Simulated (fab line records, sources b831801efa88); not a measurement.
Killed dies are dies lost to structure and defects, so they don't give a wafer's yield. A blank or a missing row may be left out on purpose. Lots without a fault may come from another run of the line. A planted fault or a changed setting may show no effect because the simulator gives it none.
Which tool did it? | flow sky130 | 11 lots, 33 wafers sampled, at 3 steps of a route of 708

WHAT THE GAUGES READ, wafer by wafer
SKY_CONTACT_OVL_MEAS_15. Usual: CONTACT_OVL 2 nm, standard deviation 6.3.
lot  | measured     | on         | CONTACT_OVL (nm) | flag
L904 | day 31 09:07 | overlay-02 | 10 2 3           |
L905 | day 31 19:34 | overlay-01 | 8 3 -8           |
L907 | day 32 07:29 | overlay-02 | -3 -4 -8         |
L915 | day 34 19:40 | overlay-01 | 5 8 7            |
L917 | day 35 20:50 | overlay-02 | -2 3 -10         |
L918 | day 36 03:16 | overlay-01 | 11 2 5           |
L919 | day 37 20:56 | overlay-02 | 11 -5 10         |
L922 | day 38 00:26 | overlay-02 | 14 4 12          |
L923 | day 38 02:55 | overlay-02 | 3 -3 3           |
L925 | day 38 04:14 | overlay-02 | -2 -6 -7         |
L927 | day 38 16:08 | overlay-01 | 13 8 7           |

SKY_CONTACT_RS_MEAS_25: measures by four-point-probe. Usual: CONTACT_W_RS 0.337 ohm/sq, standard deviation 0.004.
lot  | measured     | on            | CONTACT_W_RS (ohm/sq) | flag
L904 | day 31 10:13 | film_metro-02 | 0.343 0.344 0.334     |
L905 | day 31 20:32 | film_metro-02 | 0.342 0.338 0.345     |
L907 | day 32 08:26 | film_metro-02 | 0.335 0.341 0.338     |
L915 | day 34 20:45 | film_metro-02 | 0.335 0.336 0.333     |
L917 | day 35 21:46 | film_metro-02 | 0.337 0.335 0.349     |
L918 | day 36 04:12 | film_metro-01 | 0.339 0.337 0.332     |
L919 | day 37 22:01 | film_metro-03 | 0.331 0.332 0.330     |
L922 | day 38 01:23 | film_metro-03 | 0.341 0.341 0.344     |
L923 | day 38 03:54 | film_metro-03 | 0.340 0.337 0.337     |
L925 | day 38 05:19 | film_metro-03 | 0.335 0.336 0.337     |
L927 | day 38 17:09 | film_metro-02 | 0.338 0.338 0.338     |

WHICH TOOL RAN EACH LOT (tool, then ch and the chambers of the sampled wafers, then the start)
lot  | SKY_CONTACT_SPUTTER_23
L904 | pvd_sputter-01, day 31 10:02
L905 | pvd_sputter-01, day 31 20:22
L907 | pvd_sputter-03, day 32 08:14
L915 | pvd_sputter-03, day 34 20:28
L917 | pvd_sputter-03, day 35 21:35
L918 | pvd_sputter-02, day 36 04:02
L919 | pvd_sputter-02, day 37 21:43
L922 | pvd_sputter-02, day 38 01:11
L923 | pvd_sputter-02, day 38 03:44
L925 | pvd_sputter-01, day 38 05:01
L927 | pvd_sputter-02, day 38 16:57
- SKY_CONTACT_SPUTTER_23: material TiN, target thk 20 nm, time 80 s.

WHAT THE TOOLS THEMSELVES READ (means of the sampled wafers that have a number; where no wafer has one, the mark that the record gives instead)
SKY_CONTACT_SPUTTER_23. Usual: throttle_valve_pct 30.1 %, standard deviation 1.3.
lot  | tool           | throttle_valve_pct (%) | flag
L904 | pvd_sputter-01 | 29.4                   |
L905 | pvd_sputter-01 | 30.6                   |
L907 | pvd_sputter-03 | 29.7                   |
L915 | pvd_sputter-03 | 29.7                   |
L917 | pvd_sputter-03 | 30.3                   |
L918 | pvd_sputter-02 | 30.3                   |
L919 | pvd_sputter-02 | 30.2                   |
L922 | pvd_sputter-02 | 29.9                   |
L923 | pvd_sputter-02 | 30.2                   |
L925 | pvd_sputter-01 | 30.8                   |
L927 | pvd_sputter-02 | 30.4                   |

THE ANSWER, worked out from the rows above alone
Rule: a lot is off if the mean of its wafers that have a number lies more than 3 standard deviations from the usual mean. A lot without any number at a reading at which 4 lots or more have one is off too. The other lots that the step has rows for count as sound. The gauges are gone through in route order, then the tools' own readings, and for those a lot's mean is taken as printed above. The first step at which some lot is off is used, and at that step the reading that is off furthest; a lot without a number counts as furthest.
No lot is off at any reading shown: from this, nothing can be told.

WHAT THE SIMULATOR HAD PUT IN
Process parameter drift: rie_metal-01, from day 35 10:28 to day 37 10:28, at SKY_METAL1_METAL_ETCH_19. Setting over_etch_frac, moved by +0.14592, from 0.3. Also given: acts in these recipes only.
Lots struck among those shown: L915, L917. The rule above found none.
